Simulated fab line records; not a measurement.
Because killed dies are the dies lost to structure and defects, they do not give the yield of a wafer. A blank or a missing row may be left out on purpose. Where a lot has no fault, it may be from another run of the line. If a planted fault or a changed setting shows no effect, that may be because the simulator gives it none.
Matching of chambers -- flow sky130 -- SKY_POLY_CUT_ETCH_10 on rie-diel-03: 4 sister chambers
The step etches BARC in N2/H2, stops on SiO2, time 45.9 s, target depth 60 nm. 8 wafers are shown with their chamber, then 9 later ones without.

WAFERS PAIRED WITH THEIR CHAMBERS
wafer,chamber,drypump-motor-current-A (A),throttle-valve-pct (%)
L076.6,1,6.2,13.205
L080.4,3,6.0,13.241
L080.5,1,6.2,13.218
L080.6,0,5.8,13.222
L083.1,0,5.9,13.224
L091.3,2,6.3,13.219
L091.4,2,6.4,13.228
L091.5,3,6.0,13.237

WAFERS WHOSE CHAMBER IS MISSING
wafer,drypump-motor-current-A (A),throttle-valve-pct (%)
L093.1,5.9,13.236
L093.2,6.4,13.214
L093.3,6.2,13.223
L094.2,6.2,13.207
L094.4,5.8,13.211
L094.6,6.0,13.212
L097.1,6.4,13.250
L097.4,6.0,13.223
L097.6,6.2,13.214

WHICH CHAMBER EACH ONE RAN IN
wafer,from the rows above,in truth
L093.1,can't be placed: 3 or 0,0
L093.2,2,2
L093.3,can't be placed: 1 or 2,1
L094.2,1,1
L094.4,0,0
L094.6,can't be placed: 0 or 1 or 3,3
L097.1,2,2
L097.4,can't be placed: 3 or 0 or 1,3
L097.6,1,1
Correctly placed: 5 of 9. These rows do not allow placing 4 (true chamber among the candidates in 4). Number placed wrongly: 0.
How it was worked out, from the rows above alone: a wafer's distance from a chamber is the root of the sum, over the readings, of the square of ((its reading less the chamber's mean) divided by the reading's scatter). If the next closest chamber is less than 2 further off than the closest, the wafer can't be placed; otherwise it belongs to the closest. A chamber's mean is the mean of its shown wafers. The scatter: the root of (the sum of the squares of (reading less its chamber's mean) over the shown wafers, divided by (wafers less chambers)).
